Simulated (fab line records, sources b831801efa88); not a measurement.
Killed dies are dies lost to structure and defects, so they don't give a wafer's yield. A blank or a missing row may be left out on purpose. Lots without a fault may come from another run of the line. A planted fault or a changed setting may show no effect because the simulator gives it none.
A struck lot beside a sound one | flow gf180mcu | 33 steps out of a route of 602
Sound: wafers L505.1, L505.3, L505.4. Struck: wafers L506.2, L506.5, L506.6. The cause comes at the end.
At each step with rows: each side's tool, then ch and its chambers, then its first start. Under that, the readings that differ: sound wafers | struck wafers | difference of the means | sigmas: that difference in standard deviations of wafers without a fault.
alike: readings whose means differ by less than 2 such deviations, and words and numbers that are the same on both sides. not compared: withheld readings, readings that some wafer has no value for, bounds like >300 that may hide the same value, and numbers for which the record gives no deviation and whose values overlap.
The two part at a step that has a row with sigmas, a row that says differs or no value, or rows on one side only. Numbers that don't overlap but have no deviation are shown without sigmas and don't part them. A reading that every wafer of one side lacks parts them only if that side has two wafers or more.

first, 1 step without rows for these wafers: GF_M5_DEVELOP_06 (develop time 60 s).
GF_M5_CD_MEAS_07: target cd 280 nm.
  sound on cd_sem-01, day 27 22:14; struck on cd_sem-01, day 28 10:20
  reading    | sound             | struck            | difference | sigmas
  cd_nm (nm) | 278.0 277.5 278.4 | 281.8 281.9 281.9 | +3.9       | +3
GF_M5_OVL_MEAS_08:
  sound on overlay-02, day 27 22:22; struck on overlay-01, day 28 10:26
  alike: M5_OVL
then, 1 step without rows for these wafers: GF_M5_ETCH_09 (etches Si3N4 in CF4/O2, target depth 52 nm, time 11.6 s).
GF_M5_METAL_ETCH_10: etches the open film in Cl2/BCl3, stops on SiO2, target depth 627.5 nm, time 104.6 s.
  sound on rie_metal-01 ch 0,1, day 27 22:25; struck on rie_metal-03 ch 0,1, day 28 10:29
  alike: bcl3_flow_sccm, bias_w, drypump_motor_current_A, oes_product_au, throttle_valve_pct
  not compared: rf_hours_counter_h
GF_M5_STRIP_11: strips in O2/N2.
  sound on plasma_asher-03 ch 0,1, day 27 22:32; struck on plasma_asher-01 ch 0,1, day 28 10:36
  alike: drypump_motor_current_A, heater_power_w, n2_flow_sccm, oes_product_au, strip_time_to_endpoint_s
  not compared: rf_hours_counter_h
then, 3 steps without rows for these wafers: GF_M5_STRIP_12 (strips in post etch residue remover, time 1200 s); GF_M5_CLEAN_13 (cleans in DIW); GF_V5_CVD_00 (deposits SiO2, target thk 300 nm, time 50 s).
GF_V5_THK_MEAS_01:
  sound on film_metro-02, day 27 23:07; struck on film_metro-03, day 28 11:13
  alike: V5_CVD_00_THK
then, 1 step without rows for these wafers: GF_V5_CVD_02 (deposits SiO2 from TEOS, target thk 1450 nm, time 163.28 s).
GF_V5_THK_MEAS_03:
  sound on film_metro-02, day 27 23:17; struck on film_metro-02, day 28 11:23
  alike: V5_CVD_02_THK
GF_V5_CMP_04: polishes SiO2.
  sound on cmp-01 ch 1,2,3, day 27 23:20; struck on cmp-02 ch 2,3, day 28 11:29
  no value came back on the struck wafers for edge_zone_pressure_frac, head_pressure_psi (psi), motor_current_A (A), platen_rpm (rpm); on the sound wafers edge_zone_pressure_frac reads 0.999 1.001 1.005
  reading                             | sound           | struck         | difference | sigmas
  model.SiO2_of_V5_CVD_02.thk_nm (nm) | 855 854.8 854.1 | 1433 1481 1442 | +597       |
GF_V5_BOW_MEAS_05:
  sound on film_metro-04, day 27 23:38; struck on film_metro-03, day 28 11:45
  alike: V5_BOW
then, 8 steps without rows for these wafers: GF_V5_DEHYDRATE_06 (time 60 s); GF_V5_HMDS_07 (prime time 60 s); GF_V5_COAT_08; GF_V5_COAT_09 (resist thk 1000 nm); GF_V5_SOFTBAKE_10 (time 60 s); GF_V5_EXPOSE_11 (exposes mask Via5, target cd 260 nm); GF_V5_PEB_12 (peb time 90 s); GF_V5_DEVELOP_13 (develop time 60 s).
GF_V5_CD_MEAS_14: target cd 260 nm.
  sound on cd_sem-01, day 28 19:03; struck on cd_sem-02, day 29 06:34
  alike: cd_nm
GF_V5_OVL_MEAS_15:
  sound on overlay-02, day 28 19:10; struck on overlay-01, day 29 06:41
  reading     | sound | struck    | difference | sigmas
  V5_OVL (nm) | 6 3 9 | -11 -3 -8 | -13        | -3
then, 1 step without rows for these wafers: GF_V5_ETCH_16 (etches BARC in N2/H2).
GF_V5_ETCH_17: etches SiO2 in C4F8/O2/Ar, stops on TiN, target depth 855 nm.
  sound on rie_diel-03 ch 1,2,3; struck on rie_diel-03 ch 1,2
  reading                        | sound             | struck            | difference | sigmas
  oes_product_au (a.u.)          | 0.861 0.851 0.859 | 1.628 1.632 1.629 | +0.773     | +99 or more
  model.etch.depth_nm (nm)       | 855 854.8 854.1   | 1100 1103 1104    | +248       |
  model.V5.feature_depth_nm (nm) | 855 854.8 854.1   | 1100 1103 1104    | +248       |
  alike: bias_w
GF_V5_STRIP_18: strips in O2/N2.
  sound on plasma_asher-04 ch 0,1, day 28 19:22; struck on plasma_asher-01 ch 0,1, day 29 06:52
  alike: drypump_motor_current_A, heater_power_w, n2_flow_sccm, oes_product_au
  not compared: rf_hours_counter_h
then, 2 steps without rows for these wafers: GF_V5_STRIP_19 (strips in post etch residue remover, time 1200 s); GF_V5_CLEAN_20 (cleans in DIW).
GF_V5_SPUTTER_21: material Ti, target thk 15 nm, time 80.02 s.
  sound on pvd_sputter-03, day 28 19:56; struck on pvd_sputter-01, day 29 07:24
  alike: substrate_temp_c, throttle_valve_pct
GF_V5_SPUTTER_22: material TiN, target thk 10 nm, time 40 s.
  sound on pvd_sputter-03, day 28 19:59; struck on pvd_sputter-01, day 29 07:28
  alike: throttle_valve_pct
then, 1 step without rows for these wafers: GF_V5_CVD_23 (deposits W, target thk 350 nm, time 104.9 s).
GF_V5_CMP_26: polishes, stops on SiO2, t overpolish 15 s, target thk 0 nm.
  sound on cmp-01 ch 0,2,3, day 28 22:53; struck on cmp-01 ch 0,2,3, day 29 07:56
  reading                             | sound             | struck         | difference | sigmas
  model.SiO2_of_V5_CVD_02.thk_nm (nm) | 851.2 851.1 850.3 | 1429 1477 1438 | +597       |
  alike: edge_zone_pressure_frac, head_pressure_psi, motor_current_A, platen_rpm

WHERE THEY PART
First at GF_M5_CD_MEAS_07; last, within this record, at GF_V5_ETCH_17. Later steps at which nothing parts them and some readings are alike: GF_V5_STRIP_18, GF_V5_SPUTTER_21, GF_V5_SPUTTER_22, GF_V5_CMP_26.

WHY: what the simulator had put in
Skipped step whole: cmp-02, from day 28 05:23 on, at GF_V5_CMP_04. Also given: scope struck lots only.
